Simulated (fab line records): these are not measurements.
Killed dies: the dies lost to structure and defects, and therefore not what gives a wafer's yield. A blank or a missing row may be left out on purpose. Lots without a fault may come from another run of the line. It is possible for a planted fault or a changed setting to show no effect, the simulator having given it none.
Problem report, 8D (eight disciplines) form, completed by code / flow gf180mcu / the parts of the form that need people (team, actions taken, sign-off) are left out

== 1. THE ISSUE ==
Across 3 wafers from 2 lots, V2_CVD_02_THK at GF_V2_THK_MEAS_03 averages 423 nm, while fault-free wafers read 849 nm with a standard deviation of 12. Relative to the usual mean, that is a shift of -36 standard deviations.
The first sign was on wafer L581.1 at day 23 07:24, on filmMetro-01. At this step, 42 wafers from 14 lots have a number in the record. Rule for "out" (also "out of limits"): further than 4 standard deviations from the usual mean. Any other wafer with a number is counted as sound.

== 2. WHAT IT IS, AND WHAT IT ISN'T ==
question=which readings at this step | is=V2_CVD_02_THK | is not=-
question=which lots | is=L581, L583 | is not=L571, L572, L574, L575, L576, L578, L580, L582, L591, L592, L593, L594
question=which wafers of those lots | is=L581.1, L581.5, L583.4 | is not=L581.3, L583.1, L583.5
question=read on which gauges | is=filmMetro-01, filmMetro-03 | is not=filmMetro-02
question=when | is=from day 23 07:24 | is not=up to then (25 sound wafers); but 14 sound wafers of L583, L591, L592, L593, L594 came after

== 3. THE SUSPECTS, EACH WITH WHAT RULES IT OUT ==
Counting: if a tool at a process step up to the reading ran every lot that is out, it stays a suspect. Sound lots after the first of them don't rule it out here, since some wafers of a struck lot are sound.
- the gauge at GF_V2_THK_MEAS_03 is ruled out. Those wafers that are out were read across 2 gauges (filmMetro-01, filmMetro-03).
- pvdSputter-02 at GF_M2_SPUTTER_02 (material AlCu, target thk 450 nm, time 23.9 s): kept. Every lot that is out went through it, the first being L581 (day 22 07:16); the last sound lot it ran before that was L578 (day 21 00:04).
- pecvd-03 at GF_V2_CVD_02 (deposits SiO2 from TEOS, target thk 850 nm, time 94.851 s): kept. Every lot that is out went through it, the first being L581 (day 23 07:20); the last sound lot it ran before that was L580 (day 23 00:14).
- Within pecvd-03 at GF_V2_CVD_02: the wafers that are out ran in chamber 0; their sound lot-mates ran in chambers 1, 2.
Remaining after the count are pvdSputter-02 at GF_M2_SPUTTER_02 and pecvd-03 at GF_V2_CVD_02.

== 4. THE CAUSE (what the simulator had put in) ==
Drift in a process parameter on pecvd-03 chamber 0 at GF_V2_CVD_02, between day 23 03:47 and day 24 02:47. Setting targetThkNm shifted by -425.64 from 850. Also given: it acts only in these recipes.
2 suspects survive the count, and this tool is in that group.

== 5. THE EFFECT CHAIN, in route order ==
One row per reading whose mean, taken over the struck wafers that have a number, lies over 3 standard deviations from the usual. Only readings for which the record gives a usual standard deviation are gone through. hours: the time from each lot's start at the first step in this table that gives one to its start at this step, as a median over the lots. sigmas: the change in usual standard deviations.
hours=0; step=GF_V2_THK_MEAS_03; reading=V2_CVD_02_THK; usual=849 nm; on struck wafers=423; change=-426; sigmas=-36
hours=0; step=GF_V2_CMP_04; reading=timeToEndpointS; usual=81 s; on struck wafers=25; change=-56; sigmas=-8.7
hours=-; step=GF_V2_ETCH_17; reading=oesProductAu; usual=0.856 a.u.; on struck wafers=0.700; change=-0.156; sigmas=-34
Here are the process steps it includes:
- GF_V2_CMP_04: polishes SiO2.
- GF_V2_ETCH_17: etches SiO2 in C4F8/O2/Ar, stops on TiN, target depth 630 nm.
At these later measuring or inspecting steps, every struck wafer for which the step has a row has a number for every such reading, and none has moved that far: GF_V2_BOW_MEAS_05, GF_V2_CD_MEAS_14.

== 6. HOW IT WOULD HAVE BEEN CAUGHT EARLIER ==
The first out-of-limits reading at a measuring or inspecting step in this record came at day 23 07:24, 4 hours after the fault's start at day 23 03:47.
Of the tool readings at GF_V2_CVD_02 for which the record gives a usual standard deviation, none was out on any struck wafer, so an alarm limit of 4 standard deviations on them would not have fired.
Of the lots that are out (2), L583 began GF_V2_CVD_02 on pecvd-03 after day 23 07:24. Had the tool been put on hold then, it would have been spared.
